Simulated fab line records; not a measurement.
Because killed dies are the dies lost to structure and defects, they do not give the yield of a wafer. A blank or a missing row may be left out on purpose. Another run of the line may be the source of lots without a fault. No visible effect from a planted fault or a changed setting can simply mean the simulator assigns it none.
Chamber matching / flow gf180mcu / 3 sister chambers for GF_V5_CVD_02 on pecvd-04
The step deposits SiO2 from TEOS, target thk 1450 nm, time 163.28 s. 6 wafers are shown with their chamber, then 7 later ones without.

EACH WAFER AND ITS CHAMBER
wafer=L352.1; chamber=2; heater power w (W)=677; rf fwd power W (W)=594.9
wafer=L352.2; chamber=1; heater power w (W)=521; rf fwd power W (W)=597.1
wafer=L355.3; chamber=2; heater power w (W)=587; rf fwd power W (W)=597.3
wafer=L355.4; chamber=0; heater power w (W)=838; rf fwd power W (W)=598.8
wafer=L357.2; chamber=1; heater power w (W)=496; rf fwd power W (W)=595.8
wafer=L357.3; chamber=0; heater power w (W)=685; rf fwd power W (W)=599.9

WAFERS WHOSE CHAMBER IS MISSING
wafer=L357.6; heater power w (W)=555; rf fwd power W (W)=597.3
wafer=L359.2; heater power w (W)=552; rf fwd power W (W)=599.6
wafer=L359.3; heater power w (W)=824; rf fwd power W (W)=599.6
wafer=L359.5; heater power w (W)=457; rf fwd power W (W)=599.2
wafer=L367.1; heater power w (W)=535; rf fwd power W (W)=599.4
wafer=L367.2; heater power w (W)=667; rf fwd power W (W)=597.5
wafer=L367.6; heater power w (W)=727; rf fwd power W (W)=597.7

WHICH CHAMBER EACH ONE RAN IN
wafer=L357.6; from the rows above=can't be placed: 1 or 2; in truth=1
wafer=L359.2; from the rows above=can't be placed: 1 or 0 or 2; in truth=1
wafer=L359.3; from the rows above=0; in truth=0
wafer=L359.5; from the rows above=can't be placed: 1 or 2 or 0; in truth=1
wafer=L367.1; from the rows above=can't be placed: 1 or 2 or 0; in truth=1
wafer=L367.2; from the rows above=can't be placed: 2 or 0 or 1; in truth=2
wafer=L367.6; from the rows above=can't be placed: 0 or 2 or 1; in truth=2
Correctly placed: 1 of 7. Can't be placed from these rows: 6 (the true chamber is among the candidates in 6). Placed wrongly: 0.
How it was worked out, from the rows above alone: a wafer's distance from a chamber is the root of the sum, over the readings, of the square of ((its reading less the chamber's mean) divided by the reading's scatter). If the next closest chamber is less than 2 further off than the closest, the wafer can't be placed; otherwise it belongs to the closest. Each chamber's mean is taken over the wafers shown for it. The scatter: the root of (the sum of the squares of (reading less its chamber's mean) over the shown wafers, divided by (wafers less chambers)).
